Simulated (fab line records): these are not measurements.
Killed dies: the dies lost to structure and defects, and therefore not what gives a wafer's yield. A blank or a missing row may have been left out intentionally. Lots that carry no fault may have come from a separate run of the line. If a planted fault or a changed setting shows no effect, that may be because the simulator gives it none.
Problem report in the 8D (eight disciplines) form, filled by code || flow sky130 || the parts of the form that need people (team, actions taken, sign-off) are left out

1. WHAT WENT WRONG
VIA3_W_RS at SKY_VIA3_RS_MEAS_22 reads a mean of 56.8120 ohm/sq on 6 wafers of 2 lots; wafers without a fault read 0.2936 ohm/sq with a standard deviation of 0.0029. So: +99 or more standard deviations from the usual mean.
The step: measures by four-point-probe.
Earliest sighting: wafer L739.1 on filmMetro-02 at day 42 23:04. Wafers with a number at this step in the record: 36, from 12 lots. Rule for "out", or "out of limits": more than 4 standard deviations from the usual mean. All remaining wafers that have a number are taken as sound.

2. WHAT IT IS, WHAT IT ISN'T
{"question": "which readings at this step", "is": "VIA3_W_RS", "is not": "-"}
{"question": "which lots", "is": "L739, L741", "is not": "L732, L733, L734, L736, L737, L747, L748, L750, L751, L753"}
{"question": "which wafers of those lots", "is": "all that have a number", "is not": "-"}
{"question": "read on which gauges", "is": "filmMetro-02, filmMetro-04", "is not": "filmMetro-03"}
{"question": "when", "is": "from day 42 23:04", "is not": "up to then (15 sound wafers); but 15 sound wafers of L747, L748, L750, L751, L753 came after"}

3. WHAT RULES OUT EACH SUSPECT
Counting: a tool at a process step up to the reading stays a suspect if it ran every lot that is out and no sound lot after the first of them.
- ruled out: the gauge at SKY_VIA3_RS_MEAS_22. Those wafers that are out were read across 2 gauges (filmMetro-02, filmMetro-04).
- cvdW-01 at SKY_VIA3_CVD_21 (deposits W, target thk 390 nm, time 117.31 s): ruled out as a lasting fault. Following L739 (day 42 22:57), the first lot on it that is out, the sound lots L748, L751 were run on it.
Left after counting: nothing in the record.

4. THE CAUSE (what the simulator had put in)
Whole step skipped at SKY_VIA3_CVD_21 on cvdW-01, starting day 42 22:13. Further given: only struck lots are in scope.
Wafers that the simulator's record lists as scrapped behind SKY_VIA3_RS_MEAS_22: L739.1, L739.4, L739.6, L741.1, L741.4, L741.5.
It was ruled out by counting, in error; the rule expects a fault to strike all lots run on its tool from its start on, and this fault did not.

5. THE EFFECT CHAIN, in route order
Rows list readings where the struck wafers' mean (over those with a number) sits beyond 3 standard deviations from the usual. Only readings for which the record gives a usual standard deviation are gone through. hours: the time from each lot's start at the first step in this table that gives one to its start at this step, as a median over the lots. sigmas: the change in usual standard deviations.
{"hours": 0, "step": "SKY_VIA3_RS_MEAS_22", "reading": "VIA3_W_RS", "usual": "0.2936 ohm/sq", "on struck wafers": 56.8120, "change": "+56.5184", "sigmas": "+99 or more"}
Readings that are blank on the struck wafers while sound wafers have them: chamberPressureTorr at SKY_VIA3_CVD_21; heaterPowerOuterW at SKY_VIA3_CVD_21; heaterPowerW at SKY_VIA3_CVD_21.

6. HOW IT WOULD HAVE BEEN CAUGHT EARLIER
In this record the first reading out of limits at a measuring or inspecting step was taken at day 42 23:04, 1 hour after the fault began at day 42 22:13.
At SKY_VIA3_CVD_21 the tool's readings are blank on the struck wafers, where sound wafers have them: an empty tool record is the first sign, and it was there at once.
